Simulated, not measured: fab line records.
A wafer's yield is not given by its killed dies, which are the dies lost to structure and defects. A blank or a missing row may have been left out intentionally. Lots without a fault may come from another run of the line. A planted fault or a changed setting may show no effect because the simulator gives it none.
The tool behind it: which one? / flow gf180mcu / 6 lots (18 wafers sampled), 1 step of a 602-step route

WHAT THE GAUGES READ, wafer by wafer
GF_CONTACT_THK_MEAS_01.
lot=L437; measured=day 15 15:45; on=film_metro-04; CONTACT_CVD_00_THK (nm)=303 302 301
lot=L439; measured=day 16 11:22; on=film_metro-03; CONTACT_CVD_00_THK (nm)=302 299 304
lot=L448; measured=day 19 12:28; on=film_metro-04; CONTACT_CVD_00_THK (nm)=298 294 297
lot=L450; measured=day 20 13:40; on=film_metro-02; CONTACT_CVD_00_THK (nm)=305 296 300
lot=L454; measured=day 21 18:47; on=film_metro-03; CONTACT_CVD_00_THK (nm)=308 305 309
lot=L457; measured=day 22 14:54; on=film_metro-04; CONTACT_CVD_00_THK (nm)=294 302 296

EACH LOT AND THE TOOL THAT RAN IT (in order: tool; ch and the chambers of the sampled wafers; start)
The record shows no process step preceding these readings.

THE ANSWER, worked out from the rows above alone
Rule: the usual values come from the lots themselves. The widest of any qualifying gaps counts: lots, ordered by their means at a reading, are off when they make up no more than a third of the lots, leave a main group of 4 or more, and stand apart from it by 3 or more times the standard deviation of that group's means. A main group is skipped when, at the precision printed for the reading in the tables above, its means are all equal. Also off: a lot with no number at a reading for which 4 or more lots have one. All remaining lots with rows at the step are treated as sound.
No lot is off at any reading shown: from this, nothing can be told.

WHAT HAD BEEN PUT IN BY THE SIMULATOR
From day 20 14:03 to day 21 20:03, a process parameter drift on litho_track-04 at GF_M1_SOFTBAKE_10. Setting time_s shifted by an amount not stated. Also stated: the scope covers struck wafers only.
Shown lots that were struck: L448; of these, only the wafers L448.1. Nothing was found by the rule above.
